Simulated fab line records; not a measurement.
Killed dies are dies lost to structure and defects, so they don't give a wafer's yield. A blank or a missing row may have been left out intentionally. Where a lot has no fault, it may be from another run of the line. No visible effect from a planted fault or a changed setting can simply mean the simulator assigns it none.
fab line records    flow gf180mcu
record lots=13  wafers=39  lastDay=34
route steps=602 shown MVSD@76 POLY_GATE@157 HV_LDD@183
lots with no fault: from the same line, run without faults
startH: the number of hours between the record's first day and the start of the first shown wafer of the lot    waitH: time in hours since the lot's previous step    " as in the row above    L1.1+2: a row that stands for several wafers    - no value, or no start given    * or withheld: withheld    < > ~ a bound
route shown NAME@n: names a module that has steps shown in the file, with the first one's number in the route    usual: mean and standard deviation over wafers with no fault    same: alike in all rows    chamber/n: place in a boat    sites: the reading at each site    _std_site: standard deviation across them    _edge_site: outer sites' mean less inner sites'    radiusMm: how far each site lies from the wafer's centre    mask NAME#n: copy n    behind: tool/chamber where the wafer was last shaped    hold: why the lot went on hold/how many hours it stayed there/how the hold came to an end    device: the n, p or np transistor that did not switch    end of line: the same wafers' tests at the end of the route    a step without rows: its recipe alone    killed: at the first sort, the dies lost to defects and structure; wafer yield is something else    map: a wafer's dies, x killed, . not, _ none there
set.NAME: the setting as run; set.NAME@STEP: as run at that earlier step    model.NAME: the simulator's own value behind a step, which no gauge read
the route's steps for a sample of lots (tables are steps, rows are wafers)
services: the hour from which a tool's chamber was out of use, counted from the record's first day as startH (under 0 if before that day), plus the number of hours and why
## steps
# step GF_MVSD_STRIP_10
# recipe chemistry=O2/N2  powerW=1400  pressureMtorr=1500  platenTempC=250  o2FlowSccm=3000  n2FlowSccm=300  overashFraction=0.5
# usual drypumpMotorCurrentA=5.9/0.69  heaterPowerW=324/24  oesProductAu=0.722/0.0045  stripTimeToEndpointS=36.87/0.082
lot.wafer  tool            chamber  startH  waitH  drypumpMotorCurrentA  heaterPowerW  oesProductAu  rfHoursCounterH  stripTimeToEndpointS
L353.2     plasmaAsher-02  0        88.70   0.1    5.6                   299           0.719         43               36.96
L353.4     "               0        "       "      5.6                   293           0.724         -                37.00
L353.5     "               1        "       "      6.4                   320           0.719         -                36.84
L355.1     plasmaAsher-02  1        94.91   0.1    6.5                   318           0.727         44               36.81
L355.3     "               0        "       "      5.6                   307           0.724         -                36.89
L355.4     "               1        "       "      6.4                   316           0.725         -                36.91
L354.1     plasmaAsher-01  1        95.70   0.1    5.0                   316           0.729         30               36.99
L354.2     "               0        "       "      6.7                   371           0.720         30               36.99
L354.3     "               0        "       "      6.7                   373           0.714         -                36.83
L356.2     plasmaAsher-02  1        100.45  0.1    6.5                   317           0.722         45               36.96
L356.5     "               1        "       "      6.4                   320           0.729         -                36.97
L356.6     "               0        "       "      5.6                   296           0.725         -                36.98
L358.1     plasmaAsher-01  1        114.25  0.1    5.0                   303           0.727         34               36.91
L358.3     "               1        "       "      5.0                   302           0.723         -                36.92
L358.5     "               0        "       "      6.7                   375           0.724         -                36.92
L359.1     plasmaAsher-01  0        116.56  0.1    6.7                   375           0.709         34               36.96
L359.2     "               1        "       "      5.0                   320           0.729         34               36.93
L359.4     "               0        "       "      6.7                   370           0.734         -                36.90
L360.3     plasmaAsher-02  1        122.59  0.1    6.4                   313           0.717         -                36.84
L360.4     "               0        "       "      5.6                   316           0.724         -                36.87
L360.6     "               1        "       "      6.5                   309           0.713         -                36.71
L364.1     plasmaAsher-02  1        147.55  0.1    6.4                   306           0.724         4                36.93
L364.2     "               0        "       "      5.6                   316           0.714         4                37.01
L364.3     "               1        "       "      6.4                   309           0.723         -                37.02
L365.2     plasmaAsher-02  1        151.06  0.1    6.5                   306           0.724         4                36.88
L365.3     "               1        "       "      6.4                   306           0.724         -                36.85
L365.6     "               1        "       "      6.4                   308           0.720         -                36.96
L368.1     plasmaAsher-04  0        172.31  0.1    4.9                   318           0.716         44               36.80
L368.3     "               0        "       "      4.9                   324           0.720         -                36.87
L368.6     "               1        "       "      6.7                   341           0.728         -                36.84
L373.1     plasmaAsher-02  0        200.10  0.1    5.6                   310           0.714         9                36.88
L373.5     "               1        "       "      6.5                   300           0.718         -                36.83
L373.6     "               0        "       "      5.6                   316           0.721         -                36.99
L374.1     plasmaAsher-02  0        203.86  0.1    5.6                   310           0.725         9                36.86
L374.3     "               0        "       "      5.6                   311           0.717         -                36.89
L374.5     "               0        "       "      5.6                   326           0.721         -                36.79
L376.2     plasmaAsher-04  0        217.05  0.1    4.9                   321           0.720         49               36.79
L376.3     "               0        "       "      4.9                   325           0.717         -                36.84
L376.5     "               0        "       "      5.0                   320           0.723         -                36.82
# step GF_POLY_GATE_CVD_00
# recipe material=poly-Si  targetThkNm=200  tempC=620  timeS=1200  pressureMtorr=200
# usual spikeTcLowerC=620.2/1.4  susceptorTempC=620.04/0.27
lot.wafer  tool      chamber  startH  waitH  spikeTcLowerC  susceptorTempC
L353.2     lpcvd-01  0        185.24  0.0    621.4          619.72
L353.4     "         0        "       "      618.3          620.08
L353.5     "         0        "       "      618.8          619.84
L355.1     lpcvd-02  1        191.03  0.0    621.5          619.53
L355.3     "         1        "       "      620.7          619.75
L355.4     "         1        "       "      619.2          619.49
L354.1     lpcvd-02  1        193.21  0.0    619.2          620.40
L354.2     "         1        "       "      620.2          620.19
L354.3     "         1        "       "      618.6          620.20
L356.2     lpcvd-02  1        197.13  0.0    620.5          620.33
L356.5     "         1        "       "      620.0          620.01
L356.6     "         1        "       "      620.1          620.02
L358.1     lpcvd-02  0        213.90  0.9    619.9          620.13
L358.3     "         0        "       "      622.6          620.09
L358.5     "         0        "       "      619.4          620.15
L359.1     lpcvd-01  0        221.53  0.0    619.2          620.05
L359.2     "         0        "       "      619.7          620.22
L359.4     "         0        "       "      619.8          619.73
L360.3     lpcvd-02  1        224.95  0.2    621.1          620.23
L360.4     "         1        "       "      620.0          619.94
L360.6     "         1        "       "      619.0          620.16
L364.1     lpcvd-02  1        254.55  0.6    619.5          619.68
L364.2     "         1        "       "      619.8          619.81
L364.3     "         1        "       "      618.3          619.97
L365.2     lpcvd-02  0        260.35  0.0    620.9          620.20
L365.3     "         0        "       "      622.4          619.65
L365.6     "         0        "       "      621.2          619.71
L368.1     lpcvd-01  0        285.77  0.0    620.0          619.76
L368.3     "         0        "       "      620.2          620.09
L368.6     "         0        "       "      620.3          619.68
L373.1     lpcvd-02  0        319.49  0.0    621.5          620.46
L373.5     "         0        "       "      622.8          620.20
L373.6     "         0        "       "      622.6          619.98
L374.1     lpcvd-01  1        322.44  0.0    620.8          619.79
L374.3     "         1        "       "      622.3          620.33
L374.5     "         1        "       "      620.1          620.02
L376.2     lpcvd-02  0        339.69  0.0    621.6          620.07
L376.3     "         0        "       "      621.4          619.98
L376.5     "         0        "       "      620.5          620.45
# step GF_POLY_GATE_THK_MEAS_01
# recipe reads=poly-Si_of_POLY_GATE_CVD_00
# usual POLY_GATE_CVD_00_THK=199.8/1.9
lot.wafer  tool          chamber  startH  waitH  hold                     POLY_GATE_CVD_00_THK[nm]
L353.2     filmMetro-02  -        186.59  0.0    -                        200.3
L353.4     "             -        "       "      -                        199.1
L353.5     "             -        "       "      -                        199.2
L355.1     filmMetro-02  -        192.36  0.0    -                        200.3
L355.3     "             -        "       "      -                        201.3
L355.4     "             -        "       "      -                        201.4
L354.1     filmMetro-03  -        194.54  0.0    -                        200.8
L354.2     "             -        "       "      -                        199.8
L354.3     "             -        "       "      -                        199.4
L356.2     filmMetro-03  -        198.48  0.0    -                        201.4
L356.5     "             -        "       "      -                        200.6
L356.6     "             -        "       "      -                        202.5
L358.1     filmMetro-03  -        215.90  0.0    -                        198.5
L358.3     "             -        "       "      -                        199.5
L358.5     "             -        "       "      -                        199.4
L359.1     filmMetro-02  -        223.53  0.0    -                        199.5
L359.2     "             -        "       "      -                        198.6
L359.4     "             -        "       "      -                        199.2
L360.3     filmMetro-02  -        226.97  0.0    -                        199.4
L360.4     "             -        "       "      -                        199.8
L360.6     "             -        "       "      -                        200.4
L364.1     filmMetro-03  -        255.89  0.0    awaitDispo/0.2h/release  285.0
L364.2     "             -        "       "      awaitDispo/0.2h/release  285.2
L364.3     "             -        "       "      awaitDispo/0.2h/release  286.0
L364.1     filmMetro-03  -        256.11  0.2    -                        284.7
L364.2     "             -        "       "      -                        285.0
L364.3     "             -        "       "      -                        285.7
L365.2     filmMetro-03  -        261.69  0.0    awaitDispo/0.2h/release  287.0
L365.3     "             -        "       "      awaitDispo/0.2h/release  288.7
L365.6     "             -        "       "      awaitDispo/0.2h/release  287.7
L365.2     filmMetro-03  -        261.92  0.2    -                        287.0
L365.3     "             -        "       "      -                        288.7
L365.6     "             -        "       "      -                        287.9
L368.1     filmMetro-02  -        287.10  0.0    -                        202.0
L368.3     "             -        "       "      -                        203.1
L368.6     "             -        "       "      -                        202.9
L373.1     filmMetro-03  -        320.82  0.0    -                        199.7
L373.5     "             -        "       "      -                        200.1
L373.6     "             -        "       "      -                        200.2
L374.1     filmMetro-03  -        323.78  0.0    -                        197.9
L374.3     "             -        "       "      -                        199.8
L374.5     "             -        "       "      -                        197.4
L376.2     filmMetro-02  -        341.04  0.0    -                        201.7
L376.3     "             -        "       "      -                        200.2
L376.5     "             -        "       "      -                        200.8
# step GF_POLY_GATE_THK_MEAS_17
# recipe reads=SiO2_of_POLY_GATE_OXIDATION_16
# usual POLY_GATE_OXIDATION_THK=4.04/0.087
lot.wafer  tool          chamber  startH  waitH  POLY_GATE_OXIDATION_THK[nm]
L353.2     filmMetro-04  -        206.13  0.0    3.94
L353.4     "             -        "       "      4.00
L353.5     "             -        "       "      4.02
L355.1     filmMetro-03  -        211.40  0.0    4.02
L355.3     "             -        "       "      4.02
L355.4     "             -        "       "      4.03
L354.1     filmMetro-03  -        214.29  0.0    3.94
L354.2     "             -        "       "      4.06
L354.3     "             -        "       "      3.91
L356.2     filmMetro-03  -        217.77  0.0    3.93
L356.5     "             -        "       "      3.86
L356.6     "             -        "       "      3.83
L358.1     filmMetro-03  -        234.94  0.0    3.97
L358.3     "             -        "       "      4.04
L358.5     "             -        "       "      3.97
L359.1     filmMetro-03  -        243.87  0.0    4.02
L359.2     "             -        "       "      4.04
L359.4     "             -        "       "      4.09
L360.3     filmMetro-03  -        247.78  0.0    4.05
L360.4     "             -        "       "      4.01
L360.6     "             -        "       "      4.04
L368.1     filmMetro-02  -        310.13  0.0    4.11
L368.3     "             -        "       "      4.05
L368.6     "             -        "       "      4.09
L373.1     filmMetro-02  -        343.98  0.0    3.91
L373.5     "             -        "       "      3.95
L373.6     "             -        "       "      3.79
L374.1     filmMetro-02  -        346.33  0.0    4.02
L374.3     "             -        "       "      4.04
L374.5     "             -        "       "      4.01
L376.2     filmMetro-03  -        364.59  0.0    4.09
L376.3     "             -        "       "      4.08
L376.5     "             -        "       "      4.03
# step GF_HV_LDD_CD_MEAS_07
# recipe targetCdNm=400
# usual cdNm=399.6/2.3
lot.wafer  tool      chamber  startH  waitH  cdNm
L353.2     cdSem-02  -        223.14  0.1    399.9
L353.4     "         -        "       "      399.9
L353.5     "         -        "       "      397.1
L355.1     cdSem-01  -        228.81  0.1    398.2
L355.3     "         -        "       "      398.7
L355.4     "         -        "       "      398.0
L354.1     cdSem-01  -        232.17  0.1    400.3
L354.2     "         -        "       "      401.5
L354.3     "         -        "       "      400.7
L356.2     cdSem-02  -        235.73  0.1    398.5
L356.5     "         -        "       "      399.3
L356.6     "         -        "       "      399.0
L358.1     cdSem-01  -        253.62  0.1    397.5
L358.3     "         -        "       "      400.1
L358.5     "         -        "       "      399.3
L359.1     cdSem-01  -        262.89  0.2    402.2
L359.2     "         -        "       "      402.6
L359.4     "         -        "       "      401.8
L360.3     cdSem-02  -        266.10  0.1    396.9
L360.4     "         -        "       "      398.9
L360.6     "         -        "       "      398.7
L368.1     cdSem-02  -        331.61  0.1    400.3
L368.3     "         -        "       "      398.0
L368.6     "         -        "       "      398.7
L373.1     cdSem-02  -        366.16  0.1    397.3
L373.5     "         -        "       "      396.3
L373.6     "         -        "       "      397.1
L374.1     cdSem-01  -        368.41  0.1    405.4
L374.3     "         -        "       "      403.3
L374.5     "         -        "       "      403.0
L376.2     cdSem-01  -        388.93  0.1    398.4
L376.3     "         -        "       "      397.4
L376.5     "         -        "       "      397.6
## services
tool            chamber  startH  hours  kind
plasmaAsher-01  -        85.72   5.2    repair
lpcvd-02        -        98.60   2.8    pm
plasmaAsher-04  -        100.18  51.8   pm
plasmaAsher-02  -        108.80  9.0    pm
plasmaAsher-02  0        108.80  9.0    ventCycle
plasmaAsher-02  1        108.80  9.0    ventCycle
plasmaAsher-02  0        117.80  -      clean
plasmaAsher-02  1        117.80  -      clean
plasmaAsher-02  -        137.73  1.9    repair
lpcvd-02        -        140.89  14.6   pm
plasmaAsher-02  -        157.68  1.1    repair
plasmaAsher-01  -        185.59  0.7    repair
plasmaAsher-01  -        196.87  0.9    repair
plasmaAsher-02  -        243.94  6.2    repair
plasmaAsher-02  -        289.28  1.8    repair
lpcvd-01        -        304.94  0.8    repair
plasmaAsher-02  -        319.01  50.6   pm
## key
firstSign step=GF_POLY_GATE_THK_MEAS_01  reading=visit  direction=added
effect step=GF_POLY_GATE_THK_MEAS_01  reading=POLY_GATE_CVD_00_THK  direction=up  sigmas=45  usual=199.8  struck=286.6
metAt GF_POLY_GATE_CVD_00
struckLots L364,L365
scrappedBehind GF_POLY_GATE_THK_MEAS_01 L364.1,L364.2,L364.3,L365.2,L365.3,L365.6
notActingAt GF_MVSD_STRIP_10,GF_POLY_GATE_THK_MEAS_17,GF_HV_LDD_CD_MEAS_07
onsetBetween 224.95 254.55
fault kind=processParameterDrift  tool=lpcvd-02  chamber=-  onsetH=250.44  steps=GF_POLY_GATE_CVD_00  channel=targetThkNm  offset=86.31  shape=step  endH=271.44  actsIn=theseRecipesOnly  stated=200
